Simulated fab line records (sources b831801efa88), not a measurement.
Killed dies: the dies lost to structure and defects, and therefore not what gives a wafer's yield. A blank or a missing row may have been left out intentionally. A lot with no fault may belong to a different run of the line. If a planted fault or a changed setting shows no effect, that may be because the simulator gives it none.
Which tool is to blame? ; flow gf180mcu ; 6 lots, 18 wafers sampled, at 2 steps of a route of 602

WHAT THE GAUGES SHOWED, per wafer
GF_NWELL_TW_MEAS_11.
lot;measured;on;NWELL_TW
L161;day 3 14:59;film metro-04;1557 1559 1560
L165;day 4 13:27;film metro-03;1586 1576 1580
L170;day 5 13:30;film metro-04;1554 1547 1552
L173;day 6 08:54;film metro-01;1386 1377 1372
L176;day 6 22:02;film metro-01;1554 1558 1562
L180;day 7 20:19;film metro-01;1575 1574 1576

EACH LOT AND THE TOOL THAT RAN IT (in order: tool; ch and the chambers of the sampled wafers; start)
lot;GF_NWELL_IMPLANT_08
L161;implanter-04 ch 0, day 3 14:37
L165;implanter-03 ch 0, day 4 13:03
L170;implanter-03 ch 0, day 5 13:06
L173;implanter-03 ch 0, day 6 08:30
L176;implanter-04 ch 0, day 6 21:39
L180;implanter-02 ch 0, day 7 19:56
- GF_NWELL_IMPLANT_08

THE ANSWER, worked out from the rows above alone
Rule: what is usual is taken from the lots themselves. The widest of any qualifying gaps counts: lots, ordered by their means at a reading, are off when they make up no more than a third of the lots, leave a main group of 4 or more, and stand apart from it by 3 or more times the standard deviation of that group's means. The tables above print the reading to a certain number of digits; a main group whose means all agree to those digits is not used. A lot without any number at a reading at which 4 lots or more have one is off too. Where the step has rows for the other lots, those lots are counted as sound.
Off: at GF_NWELL_TW_MEAS_11 (NWELL_TW), L173. For the main group the mean is 1565 and the standard deviation 11.
If a tool, at a process step before that reading, ran all the lots that are off and no sound lot after the first of them, it fits. Those tools and the gauges at GF_NWELL_TW_MEAS_11 are tried in the same way. One fits: GF_NWELL_IMPLANT_08 on implanter-03. Its last sound lot is L170 (day 5 13:06), its first lot that is off L173 (day 6 08:30): a fault that began between those two fits.

WHAT WAS PUT IN BY THE SIMULATOR
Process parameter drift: implanter-03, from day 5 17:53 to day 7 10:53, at GF_NWELL_IMPLANT_08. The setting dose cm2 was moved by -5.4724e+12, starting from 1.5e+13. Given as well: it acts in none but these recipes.
Struck lots among those shown: L173. The same result came from the rule above.
